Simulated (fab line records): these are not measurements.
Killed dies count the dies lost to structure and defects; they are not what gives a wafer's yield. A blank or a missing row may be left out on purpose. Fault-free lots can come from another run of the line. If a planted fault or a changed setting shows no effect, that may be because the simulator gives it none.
What tool caused it? | flow sky130 | 18 wafers from 6 lots sampled at 4 of the route's 708 steps

## WHAT THE GAUGES SHOWED, per wafer
SKY_CAPM_RS_MEAS_03: uses a four-point probe to measure.
lot  | measured     | on            | CAPM_TIN_RS (ohm/sq)
L793 | day 37 08:13 | film-metro-01 | 6.89 6.88 6.93
L794 | day 37 13:53 | film-metro-02 | 6.98 7.00 6.99
L798 | day 38 13:54 | film-metro-03 | 6.94 6.88 7.00
L803 | day 40 01:44 | film-metro-01 | 6.97 7.03 6.99
L810 | day 41 22:29 | film-metro-03 | 6.97 6.85 6.95
L812 | day 42 16:00 | film-metro-01 | 7.02 6.96 6.92

## TOOL THAT RAN EACH LOT (tool first, then ch and the chambers of the sampled wafers, then the start)
lot  | SKY_VIA2_ETCH_14                   | SKY_VIA2_ETCH_15                   | SKY_CAPM_SPUTTER_02
L793 | rie-diel-03 ch 0,2,3, day 37 06:29 | rie-diel-03 ch 0,2,3, day 37 06:32 | pvd-sputter-02, day 37 08:06
L794 | rie-diel-04 ch 0,2, day 37 12:07   | rie-diel-04 ch 0,2, day 37 12:10   | pvd-sputter-04, day 37 13:44
L798 | rie-diel-03 ch 1,2, day 38 12:10   | rie-diel-03 ch 1,2, day 38 12:13   | pvd-sputter-02, day 38 13:46
L803 | rie-diel-01 ch 0,2,3, day 40 00:01 | rie-diel-01 ch 0,2,3, day 40 00:04 | pvd-sputter-04, day 40 01:38
L810 | rie-diel-03 ch 0,1,2, day 41 20:20 | rie-diel-03 ch 0,1,2, day 41 20:23 | pvd-sputter-04, day 41 22:21
L812 | rie-diel-04 ch 2,3, day 42 14:16   | rie-diel-04 ch 2,3, day 42 14:19   | pvd-sputter-02, day 42 15:52
- SKY_VIA2_ETCH_14: etches BARC in N2/H2, stops on SiO2, time 45.9 s, target depth 60 nm.
- SKY_VIA2_ETCH_15: etches SiO2 in C4F8/O2/Ar, stops on TiN, target depth 546 nm, time 84 s.
- SKY_CAPM_SPUTTER_02: material TiN, target thk 200 nm, time 166.7 s.

## THE ANSWER, worked out from the rows above alone
Rule: the lots themselves supply what counts as usual. The widest of any qualifying gaps counts: lots, ordered by their means at a reading, are off when they make up no more than a third of the lots, leave a main group of 4 or more, and stand apart from it by 3 or more times the standard deviation of that group's means. The tables above print the reading to a certain number of digits; a main group whose means all agree to those digits is not used. Also off: a lot with no number at a reading for which 4 or more lots have one. The other lots that the step has rows for count as sound.
No lot is off at any reading shown: from this, nothing can be told.

## WHAT THE SIMULATOR HAD INSERTED
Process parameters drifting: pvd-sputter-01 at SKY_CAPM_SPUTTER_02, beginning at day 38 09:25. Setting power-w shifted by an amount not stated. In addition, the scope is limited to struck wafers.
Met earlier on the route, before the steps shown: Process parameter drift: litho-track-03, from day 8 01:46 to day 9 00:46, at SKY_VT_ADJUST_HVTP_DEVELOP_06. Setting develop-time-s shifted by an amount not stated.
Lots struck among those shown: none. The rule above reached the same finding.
